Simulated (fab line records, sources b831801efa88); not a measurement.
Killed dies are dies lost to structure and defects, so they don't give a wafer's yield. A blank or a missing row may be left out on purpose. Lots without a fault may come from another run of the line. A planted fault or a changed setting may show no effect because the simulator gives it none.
Tool commonality check | flow gf180mcu | 14 lots, 48 wafers sampled

WHY IT WAS OPENED
At GF_PSD_OVL_MEAS_08 the reading PSD_OVL is flagged on 2 of 14 lots. Wafers without a fault read -0.2 nm, standard deviation 1.4.
Rule: a lot is flagged when every wafer of it that has a number lies more than 4 standard deviations from that mean, or none has a number. The other lots count as sound.

lot  | measured     | on         | PSD_OVL (nm), wafer by wafer              | flag
L886 | day 14 03:32 | overlay-01 | 0.0 -1.2 -0.3                             |
L891 | day 15 23:45 | overlay-02 | 0.5 -1.0 0.7                              |
L890 | day 16 00:42 | overlay-02 | -2.0 -1.9 0.1                             |
L892 | day 16 14:43 | overlay-01 | -0.6 0.6 1.9                              |
L893 | day 16 18:47 | overlay-01 | 2.8 0.1 2.5                               |
L894 | day 16 21:54 | overlay-01 | -1.9 -1.4 -0.6                            |
L897 | day 18 07:39 | overlay-02 | -1.3 0.7 0.2                              |
L898 | day 18 10:11 | overlay-02 | -3.9 -1.8 -2.2                            |
L899 | day 18 22:08 | overlay-02 | -0.3 0.0 -0.3                             |
L900 | day 19 10:59 | overlay-01 | -139.8 -139.0 -140.1 -140.8 -140.5 -141.0 | FLAGGED
L901 | day 19 11:56 | overlay-02 | -142.1 -142.1 -141.6 -143.7 -143.5 -142.7 | FLAGGED
L905 | day 20 21:49 | overlay-01 | 0.3 -0.8 -0.6                             |
L908 | day 22 02:35 | overlay-01 | 1.4 0.4 0.1                               |
L909 | day 22 08:08 | overlay-01 | 0.3 1.2 0.6                               |
The numbers of the flagged lots are -141.4 nm on average: -141.2 nm against the usual, or -99 or more standard deviations.

WHICH TOOL RAN EACH LOT
The record holds 1 process step before the reading, out of a route of 602 steps. In each cell: the tool, then ch and the chambers that the sampled wafers went through, then the start.
lot  | flag    | GF_PSD_EXPOSE_04
L886 |         | iline_stepper-02 ch 0, day 13 17:50
L891 |         | iline_stepper-01 ch 0, day 15 12:50
L890 |         | iline_stepper-02 ch 0, day 15 14:16
L892 |         | iline_stepper-02 ch 0, day 16 03:17
L893 |         | iline_stepper-02 ch 0, day 16 06:42
L894 |         | iline_stepper-01 ch 0, day 16 10:47
L897 |         | iline_stepper-01 ch 0, day 17 20:10
L898 |         | iline_stepper-02 ch 0, day 17 22:34
L899 |         | iline_stepper-01 ch 0, day 18 09:52
L900 | FLAGGED | iline_stepper-01 ch 0, day 18 23:31
L901 | FLAGGED | iline_stepper-01 ch 0, day 19 00:33
L905 |         | iline_stepper-02 ch 0, day 20 09:19
L908 |         | iline_stepper-02 ch 0, day 21 14:28
L909 |         | iline_stepper-02 ch 0, day 21 20:45
What these steps do:
- GF_PSD_EXPOSE_04: exposes mask Pplus, target cd 400 nm.
- GF_PSD_OVL_MEAS_08

FLAGGED OVER TOTAL, TOOL BY TOOL (the gauges that took the reading come last)
step               | tool             | lots run | flagged | share of the flagged lots | sound lots run after its first flagged lot
GF_PSD_EXPOSE_04   | iline_stepper-01 | 6        | 2       | all                       | 0
GF_PSD_EXPOSE_04   | iline_stepper-02 | 8        | 0       | none                      | -
GF_PSD_OVL_MEAS_08 | overlay-01       | 8        | 1       | some                      | 3 (L905,L908,L909)
GF_PSD_OVL_MEAS_08 | overlay-02       | 6        | 1       | some                      | 0

WHAT THE TABLE ALLOWS
1 row of the table ran every flagged lot: iline_stepper-01 at GF_PSD_EXPOSE_04.
- iline_stepper-01 at GF_PSD_EXPOSE_04: 2 of its 6 lots flagged. Its last sound lot is L899 (day 18 09:52), its first flagged lot L900 (day 18 23:31): a fault that began between those two fits.
One tool is left: iline_stepper-01 at GF_PSD_EXPOSE_04.

WHAT THE SIMULATOR HAD PUT IN
Scanner matching overlay: iline_stepper-01, from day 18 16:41 on, at GF_PSD_EXPOSE_04. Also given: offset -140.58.
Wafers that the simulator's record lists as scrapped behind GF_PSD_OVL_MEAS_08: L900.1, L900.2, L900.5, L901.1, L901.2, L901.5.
Lots struck among those shown: L900, L901. The rule above found the same.
